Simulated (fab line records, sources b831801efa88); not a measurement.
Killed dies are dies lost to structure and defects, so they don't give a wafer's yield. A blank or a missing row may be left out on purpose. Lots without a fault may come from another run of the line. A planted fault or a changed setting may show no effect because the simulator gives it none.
Which tool did it? | flow gf180mcu | 13 lots, 39 wafers sampled, at 3 steps of a route of 602

WHAT THE GAUGES READ, wafer by wafer
GF_MIM_RS_MEAS_10: measures by four-point-probe. Usual: MIM_ALCU_RS 0.1608 ohm/sq, standard deviation 0.0016.
lot  | measured     | on            | MIM_ALCU_RS (ohm/sq) | flag
L700 | day 24 19:27 | film_metro-04 | 0.1581 0.1586 0.1587 |
L703 | day 25 18:45 | film_metro-04 | 0.1569 0.1575 0.1572 |
L704 | day 26 00:33 | film_metro-01 | 0.1620 0.1602 0.1599 |
L706 | day 26 12:20 | film_metro-01 | 0.1624 0.1607 0.1596 |
L707 | day 26 21:15 | film_metro-01 | 0.1592 0.1591 0.1581 |
L708 | day 27 03:53 | film_metro-03 | 0.1597 0.1604 0.1601 |
L709 | day 27 08:35 | film_metro-01 | 0.1598 0.1602 0.1594 |
L711 | day 27 23:57 | film_metro-01 | 0.1590 0.1614 0.1611 |
L716 | day 29 18:07 | film_metro-04 | 0.1632 0.1633 0.1615 |
L719 | day 30 13:42 | film_metro-03 | 0.1633 0.1621 0.1619 |
L721 | day 30 20:05 | film_metro-04 | 0.1597 0.1601 0.1612 |
L722 | day 31 01:52 | film_metro-04 | 0.1604 0.1615 0.1623 |
L723 | day 31 12:10 | film_metro-01 | 0.1596 0.1608 0.1620 |

WHICH TOOL RAN EACH LOT (tool, then ch and the chambers of the sampled wafers, then the start)
lot  | GF_M4_STRIP_17                       | GF_MIM_SPUTTER_02
L700 | plasma_asher-03 ch 0,1, day 23 18:13 | pvd_sputter-02, day 24 19:09
L703 | plasma_asher-02 ch 0,1, day 24 18:07 | pvd_sputter-01, day 25 18:28
L704 | plasma_asher-04 ch 0,1, day 25 00:32 | pvd_sputter-02, day 26 00:16
L706 | plasma_asher-04 ch 0,1, day 25 11:56 | pvd_sputter-03, day 26 12:01
L707 | plasma_asher-04 ch 0,1, day 25 21:31 | pvd_sputter-01, day 26 20:58
L708 | plasma_asher-04 ch 0,1, day 26 04:04 | pvd_sputter-01, day 27 03:35
L709 | plasma_asher-03 ch 0,1, day 26 09:53 | pvd_sputter-03, day 27 08:16
L711 | plasma_asher-04 ch 0,1, day 27 01:02 | pvd_sputter-01, day 27 23:37
L716 | plasma_asher-04 ch 0,1, day 28 21:27 | pvd_sputter-02, day 29 17:50
L719 | plasma_asher-02 ch 0,1, day 29 16:49 | pvd_sputter-01, day 30 13:25
L721 | plasma_asher-02 ch 0,1, day 29 23:18 | pvd_sputter-03, day 30 19:49
L722 | plasma_asher-02 ch 0,1, day 30 04:56 | pvd_sputter-02, day 31 01:32
L723 | plasma_asher-02 ch 0,1, day 30 15:24 | pvd_sputter-01, day 31 11:50
- GF_M4_STRIP_17: strips in O2/N2.
- GF_MIM_SPUTTER_02: material AlCu, target thk 450 nm, time 23.9 s.

WHAT THE TOOLS THEMSELVES READ (means of the sampled wafers that have a number; where no wafer has one, the mark that the record gives instead)
GF_M4_STRIP_17. Usual: drypump_motor_current_A 5.8 A, standard deviation 0.32; heater_power_w 360 W, standard deviation 33; oes_product_au 0.557 a.u., standard deviation 0.0046; strip_time_to_endpoint_s 7.86 s, standard deviation 0.041.
lot  | tool            | drypump_motor_current_A (A) | heater_power_w (W) | oes_product_au (a.u.) | strip_time_to_endpoint_s (s) | flag
L700 | plasma_asher-03 | 5.7                         | 371                | 0.553                 | 7.82                         |
L703 | plasma_asher-02 | 5.7                         | 390                | 0.554                 | 7.84                         |
L704 | plasma_asher-04 | 6.1                         | 334                | 0.562                 | 7.87                         |
L706 | plasma_asher-04 | 6.0                         | 338                | 0.557                 | 7.85                         |
L707 | plasma_asher-04 | 6.0                         | 331                | 0.562                 | 7.93                         |
L708 | plasma_asher-04 | 6.0                         | 333                | 0.554                 | 7.82                         |
L709 | plasma_asher-03 | 5.7                         | 377                | 0.552                 | 7.82                         |
L711 | plasma_asher-04 | 6.0                         | 335                | 0.562                 | 7.95                         |
L716 | plasma_asher-04 | 6.0                         | 334                | 0.554                 | 7.82                         |
L719 | plasma_asher-02 | 5.7                         | 385                | 0.557                 | 7.88                         |
L721 | plasma_asher-02 | 5.7                         | 386                | 0.561                 | 7.91                         |
L722 | plasma_asher-02 | 5.7                         | 386                | 0.555                 | 7.86                         |
L723 | plasma_asher-02 | 5.9                         | 365                | 0.560                 | 7.91                         |

GF_MIM_SPUTTER_02. Usual: throttle_valve_pct 30.2 %, standard deviation 0.77.
lot  | tool           | throttle_valve_pct (%) | flag
L700 | pvd_sputter-02 | 30.4                   |
L703 | pvd_sputter-01 | 30.1                   |
L704 | pvd_sputter-02 | 30.1                   |
L706 | pvd_sputter-03 | 31.0                   |
L707 | pvd_sputter-01 | 29.4                   |
L708 | pvd_sputter-01 | 29.7                   |
L709 | pvd_sputter-03 | 30.7                   |
L711 | pvd_sputter-01 | 30.0                   |
L716 | pvd_sputter-02 | 30.2                   |
L719 | pvd_sputter-01 | 30.0                   |
L721 | pvd_sputter-03 | 30.8                   |
L722 | pvd_sputter-02 | 29.8                   |
L723 | pvd_sputter-01 | 29.6                   |

THE ANSWER, worked out from the rows above alone
Rule: a lot is off if the mean of its wafers that have a number lies more than 3 standard deviations from the usual mean. A lot without any number at a reading at which 4 lots or more have one is off too. The other lots that the step has rows for count as sound. The gauges are gone through in route order, then the tools' own readings, and for those a lot's mean is taken as printed above. The first step at which some lot is off is used, and at that step the reading that is off furthest; a lot without a number counts as furthest.
No lot is off at any reading shown: from this, nothing can be told.

WHAT THE SIMULATOR HAD PUT IN
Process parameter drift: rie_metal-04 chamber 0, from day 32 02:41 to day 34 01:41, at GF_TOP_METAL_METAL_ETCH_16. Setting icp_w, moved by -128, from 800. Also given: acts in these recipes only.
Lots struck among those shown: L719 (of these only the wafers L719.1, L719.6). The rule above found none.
